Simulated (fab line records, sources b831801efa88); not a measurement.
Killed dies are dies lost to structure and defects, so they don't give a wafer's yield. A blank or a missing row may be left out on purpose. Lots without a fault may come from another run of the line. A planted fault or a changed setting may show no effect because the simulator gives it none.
A struck lot beside a sound one | flow sky130 | 20 steps out of a route of 708
Sound: wafers L401.1, L401.2, L401.3. Struck: wafers L408.2, L408.4, L408.5. The cause comes at the end.
At each step with rows: each side's tool, then ch and its chambers, then its first start. Under that, the readings that differ: sound wafers | struck wafers | difference of the means | sigmas: that difference in standard deviations of wafers without a fault.
alike: readings whose means differ by less than 2 such deviations, and words and numbers that are the same on both sides. not compared: withheld readings, readings that some wafer has no value for, bounds like >300 that may hide the same value, and numbers for which the record gives no deviation and whose values overlap.
The two part at a step that has a row with sigmas, a row that says differs or no value, or rows on one side only. Numbers that don't overlap but have no deviation are shown without sigmas and don't part them. A reading that every wafer of one side lacks parts them only if that side has two wafers or more.

first, 6 steps without rows for these wafers: SKY_LDD_HVN_HMDS_01 (prime time 60 s); SKY_LDD_HVN_COAT_02 (resist thk 300 nm); SKY_LDD_HVN_SOFTBAKE_03 (time 60 s); SKY_LDD_HVN_EXPOSE_04 (exposes mask HVNTM, target cd 700 nm); SKY_LDD_HVN_PEB_05; SKY_LDD_HVN_DEVELOP_06 (develop time 60 s).
SKY_LDD_HVN_OVL_MEAS_07:
  sound on overlay-01, day 20 22:50; struck on overlay-02, day 24 09:52
  alike: LDD_HVN_OVL
then, 1 step without rows for these wafers: SKY_LDD_HVN_IMPLANT_08.
SKY_LDD_HVN_STRIP_09: strips in O2/N2.
  sound on plasma_asher-01 ch 0,1, day 20 23:01; struck on plasma_asher-04 ch 0,1, day 24 10:03
  reading             | sound             | struck            | difference | sigmas
  n2_flow_sccm (sccm) | 299.6 299.2 298.7 | 302.7 299.3 302.0 | +2.2       | +2
  alike: drypump_motor_current_A, oes_product_au, strip_time_to_endpoint_s
  not compared: rf_hours_counter_h
SKY_LDD_HVN_TW_MEAS_10:
  sound on film_metro-04, day 20 23:07; struck on film_metro-03, day 24 10:10
  reading    | sound          | struck         | difference | sigmas
  LDD_HVN_TW | 1456 1449 1454 | 1430 1414 1415 | -33        | -2
then, 2 steps without rows for these wafers: SKY_LDD_HVP_DEHYDRATE_00 (time 60 s); SKY_LDD_HVP_HMDS_01 (prime time 60 s).
SKY_LDD_HVP_COAT_02: resist thk 300 nm.
  sound on litho_track-03 ch 0, day 21 14:19; struck on litho_track-03, day 25 00:05
  no value came back on the struck wafers for chill_plate_temp_C (C), dispense_pressure_kPa (kPa); on the sound wafers chill_plate_temp_C (C) reads 23.15 23.18 23.13
then, 4 steps without rows for these wafers: SKY_LDD_HVP_SOFTBAKE_03 (time 60 s); SKY_LDD_HVP_EXPOSE_04 (exposes mask HVPTM, target cd 700 nm); SKY_LDD_HVP_PEB_05; SKY_LDD_HVP_DEVELOP_06 (develop time 60 s).
SKY_LDD_HVP_OVL_MEAS_07:
  sound on overlay-02, day 22 04:43; struck on overlay-02, day 25 15:13
  reading          | sound         | struck | difference                    | sigmas
  LDD_HVP_OVL (nm) | -0.5 -0.1 1.3 | - - -  | no value on the struck wafers |
then, 1 step without rows for these wafers: SKY_LDD_HVP_IMPLANT_08.
-- the record jumps here: 22 days lie between the struck wafers' starts before and after (it left off in module LDD_HVP and takes up again in module PAD_OPEN, whose first step shown is number 708 of the route) --
SKY_PAD_OPEN_PROBE_99:
  the record has rows for the struck wafers here (prober-01, day 47 21:42) and none for the sound ones

WHERE THEY PART
First at SKY_LDD_HVN_STRIP_09; last, within this record, at SKY_PAD_OPEN_PROBE_99.

WHY: what the simulator had put in
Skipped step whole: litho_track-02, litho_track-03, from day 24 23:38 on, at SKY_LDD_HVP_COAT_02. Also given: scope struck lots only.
